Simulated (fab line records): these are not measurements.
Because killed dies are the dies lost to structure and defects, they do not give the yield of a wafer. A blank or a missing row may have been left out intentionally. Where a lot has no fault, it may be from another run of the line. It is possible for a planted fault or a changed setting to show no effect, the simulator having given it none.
Chamber matching | flow sky130 | cmp-02 running SKY_VIA4_CMP_02: 4 sister chambers
The step polishes SiO2. 20 wafers are shown with their chamber, then 10 later ones without.

WAFERS PAIRED WITH THEIR CHAMBERS
wafer  | chamber | motor-current-A (A) | retaining-ring-pressure-frac
L074.1 | 0       | 12.5                | 1.000
L074.3 | 2       | 11.8                | 1.003
L074.6 | 2       | 11.8                | 0.997
L076.1 | 2       | 12.5                | 0.994
L076.4 | 1       | 12.2                | 1.000
L076.6 | 1       | 11.9                | 0.999
L079.1 | 3       | 13.2                | 1.000
L079.3 | 1       | 12.1                | 1.000
L079.5 | 0       | 12.8                | 0.996
L081.3 | 0       | 12.9                | 1.002
L081.4 | 3       | 13.0                | 0.991
L081.5 | 3       | 12.4                | 1.001
L086.2 | 3       | 12.8                | 1.001
L086.3 | 1       | 11.7                | 1.008
L086.4 | 0       | 13.7                | 0.992
L089.1 | 0       | 13.2                | 0.999
L089.2 | 1       | 12.5                | 1.008
L089.4 | 3       | 12.7                | 0.994
L091.2 | 0       | 12.9                | 0.996
L091.5 | 2       | 12.2                | 1.007

SIGNATURES (averages over the wafers above)
reading                      | chamber 0 | chamber 1 | chamber 2 | chamber 3 | scatter within a chamber
motor-current-A              | 13.000    | 12.080    | 12.075    | 12.820    | 0.347
retaining-ring-pressure-frac | 0.99750   | 1.00300   | 1.00025   | 0.99740   | 0.00458
Rule: for each reading, subtract the chamber's mean from the wafer's reading, divide by that reading's scatter and square the result; add these up over the readings and take the root, which gives the wafer's distance from the chamber. If the next closest chamber is less than 2 further off than the closest, the wafer can't be placed; otherwise it belongs to the closest. The scatter: take each reading less its chamber's mean, square it, sum over the shown wafers, divide by the number of wafers less the number of chambers, and take the root.

WAFERS MISSING THEIR CHAMBER
wafer  | motor-current-A (A) | retaining-ring-pressure-frac
L091.6 | 12.4                | 0.993
L093.3 | 12.8                | 0.989
L093.4 | 12.1                | 1.004
L093.5 | 12.7                | 1.004
L094.1 | 12.2                | 0.994
L094.4 | 12.7                | 1.006
L094.5 | 12.6                | 1.002
L096.2 | 12.6                | 1.000
L096.4 | 12.1                | 0.997
L096.6 | 12.5                | 0.992

WHICH CHAMBER EACH WENT THROUGH
wafer  | from the rows above               | in truth
L091.6 | can't be placed: 3 or 2 or 0 or 1 | 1
L093.3 | can't be placed: 3 or 0 or 2 or 1 | 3
L093.4 | can't be placed: 1 or 2           | 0
L093.5 | can't be placed: 3 or 0 or 1 or 2 | 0
L094.1 | can't be placed: 2 or 3 or 1 or 0 | 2
L094.4 | can't be placed: 1 or 3 or 0 or 2 | 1
L094.5 | can't be placed: 3 or 0 or 1 or 2 | 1
L096.2 | can't be placed: 3 or 0 or 2 or 1 | 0
L096.4 | can't be placed: 2 or 1 or 3 or 0 | 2
L096.6 | can't be placed: 3 or 0 or 2 or 1 | 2
Placed correctly: 0 of 10. These rows do not allow placing 10 (true chamber among the candidates in 9). Placed wrongly: 0.
